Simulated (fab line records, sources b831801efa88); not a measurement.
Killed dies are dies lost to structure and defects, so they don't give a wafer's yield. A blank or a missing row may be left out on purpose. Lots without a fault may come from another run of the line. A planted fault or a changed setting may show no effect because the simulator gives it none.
Which tool did it? | flow sky130 | 6 lots, 18 wafers sampled, at 4 steps of a route of 708

WHAT THE GAUGES READ, wafer by wafer
SKY_LI_CONTACT_THK_MEAS_01.
lot  | measured     | on            | LI_CONTACT_HDPCVD_THK (nm)
L227 | day 27 22:20 | film_metro-03 | 914 916 913
L229 | day 28 10:34 | film_metro-03 | 931 926 928
L233 | day 29 18:40 | film_metro-03 | 911 929 936
L242 | day 33 17:54 | film_metro-03 | 924 918 917
L241 | day 34 04:52 | film_metro-03 | 987 981 983
L249 | day 35 14:09 | film_metro-01 | 914 927 915

WHICH TOOL RAN EACH LOT (tool, then ch and the chambers of the sampled wafers, then the start)
lot  | SKY_SPACER_ETCHBACK_02             | SKY_SD_N_STRIP_11                    | SKY_LI_CONTACT_HDPCVD_00
L227 | rie_diel-02 ch 0,2,3, day 22 20:15 | plasma_asher-03 ch 0,1, day 27 21:28 | hdpcvd-02 ch 1,2, day 27 22:13
L229 | rie_diel-04 ch 1,2,3, day 23 11:48 | plasma_asher-04 ch 0,1, day 28 09:41 | hdpcvd-01 ch 0,1,2, day 28 10:28
L233 | rie_diel-03 ch 1,2, day 24 19:49   | plasma_asher-01 ch 0,1, day 29 17:47 | hdpcvd-02 ch 0,1,2, day 29 18:33
L242 | rie_diel-04 ch 0,2, day 29 02:59   | plasma_asher-03 ch 0,1, day 33 17:02 | hdpcvd-02 ch 0,1, day 33 17:48
L241 | rie_diel-02 ch 0,2,3, day 29 12:15 | plasma_asher-03 ch 0,1, day 34 03:59 | hdpcvd-01 ch 0,2, day 34 04:45
L249 | rie_diel-02 ch 0,1,3, day 31 00:16 | plasma_asher-04 ch 0,1, day 35 13:17 | hdpcvd-02 ch 0,1,2, day 35 14:04
- SKY_SPACER_ETCHBACK_02: etches Si3N4 in CH3F/O2, stops on SiO2, time 46.7 s, target depth 45 nm.
- SKY_SD_N_STRIP_11: strips in O2/N2.
- SKY_LI_CONTACT_HDPCVD_00: deposits PSG, target thk 930 nm, time 155 s.

THE ANSWER, worked out from the rows above alone
Rule: what is usual is taken from the lots themselves. Put in order of their means at a reading, lots are off if they are a third of the lots or fewer, leave a main group of 4 or more, and stand apart from it by a gap of 3 or more times the standard deviation of the main group's means; of several such gaps the widest counts. A main group whose means are all the same, to the digits that the tables above print for the reading, isn't used. A lot without any number at a reading at which 4 lots or more have one is off too. The other lots that the step has rows for count as sound.
Off: L241, at SKY_LI_CONTACT_THK_MEAS_01 (LI_CONTACT_HDPCVD_THK). The main group: mean 921 nm, standard deviation 5.
A tool fits if, at a process step before that reading, it ran every lot that is off, and no sound lot after the first of them. The gauges at SKY_LI_CONTACT_THK_MEAS_01 are tried like those tools. Can't be told from this: 3 tools fit, plasma_asher-03 at SKY_SD_N_STRIP_11, hdpcvd-01 at SKY_LI_CONTACT_HDPCVD_00, film_metro-03 at SKY_LI_CONTACT_THK_MEAS_01.

WHAT THE SIMULATOR HAD PUT IN
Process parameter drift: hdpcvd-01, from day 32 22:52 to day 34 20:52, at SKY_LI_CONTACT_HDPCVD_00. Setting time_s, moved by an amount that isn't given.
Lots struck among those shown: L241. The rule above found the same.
